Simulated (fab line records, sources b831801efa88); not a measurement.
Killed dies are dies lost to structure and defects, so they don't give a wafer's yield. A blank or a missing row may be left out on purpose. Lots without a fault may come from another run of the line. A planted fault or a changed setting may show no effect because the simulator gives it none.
One fault seen from 2 desks | flow sky130 | each desk has only its own numbers; what lay behind them comes last

THE TOOL OWNER'S DESK: implanter-03
The tool's own readings at SKY_LDD_LDN_IMPLANT_11: means of the sampled wafers that have a number, for each lot that ran on this tool. A lot is out of limits, marked OUT, if its mean lies more than 4 standard deviations from the usual mean; the brackets give that distance.
Columns: A = dose_ions_cm2 at SKY_LDD_LDN_IMPLANT_11, usual 1.2502e+13
lot  | first seen here | A
L101 | day 22 13:14    | 1.2509e+13
L104 | day 24 04:01    | 1.2500e+13
L106 | day 24 15:31    | 1.2499e+13
L111 | day 26 23:50    | 1.2304e+13 (-13) OUT
L112 | day 27 01:58    | 1.2301e+13 (-13) OUT
L121 | day 30 00:52    | 1.2507e+13
This desk's finding: out of limits on L111, L112; first on L111, day 26 23:50 (dose_ions_cm2 at SKY_LDD_LDN_IMPLANT_11). In limits: L101, L104, L106, L121.

THE METROLOGY DESK
What the gauges read, lot by lot, whatever tool the lot ran on: means of the sampled wafers that have a number. A lot is out of limits, marked OUT, if its mean lies more than 4 standard deviations from the usual mean; the brackets give that distance.
Columns: A = cd_nm at SKY_POLY_GATE_CD_MEAS_13, usual 150.0 nm; B = POLY_CUT_OVL at SKY_POLY_CUT_OVL_MEAS_09, usual -2 nm
lot  | first seen here | A     | B
L101 | day 16 01:01    | 150.9 | -7
L102 | day 16 15:10    | 151.2 | 4
L103 | day 17 07:05    | 148.9 | -3
L104 | day 17 15:13    | 150.2 | -9
L106 | day 18 03:48    | 151.0 | -3
L111 | day 20 15:35    | 149.2 | 3
L112 | day 20 18:01    | 148.2 | -2
L114 | day 21 05:24    | 151.6 | -2
L116 | day 22 03:23    | 148.2 | -10
L117 | day 22 16:23    | 149.4 | 2
L118 | day 23 15:38    | 149.3 | -6
L121 | day 23 20:22    | 150.5 | 3
L122 | day 24 04:35    | 149.6 | 1
This desk's finding: nothing out of limits on any of the 13 lots.

PUT TOGETHER
The tool owner's desk could have raised an alarm at day 26 23:50, on L111, L112.
The metrology desk saw nothing out of limits.
The metrology desk has L111, L112 on record, within its limits.
Of the lots named, all ran SKY_LDD_LDN_IMPLANT_11 on implanter-03.

WHAT THE SIMULATOR HAD PUT IN
Process parameter drift: implanter-03, from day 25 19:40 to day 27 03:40, at SKY_LDD_LDN_IMPLANT_11. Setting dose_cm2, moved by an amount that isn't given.
Lots struck among those shown: L111, L112.
Hours from the fault's start to each desk's first reading out of limits: the tool owner's desk, 28.
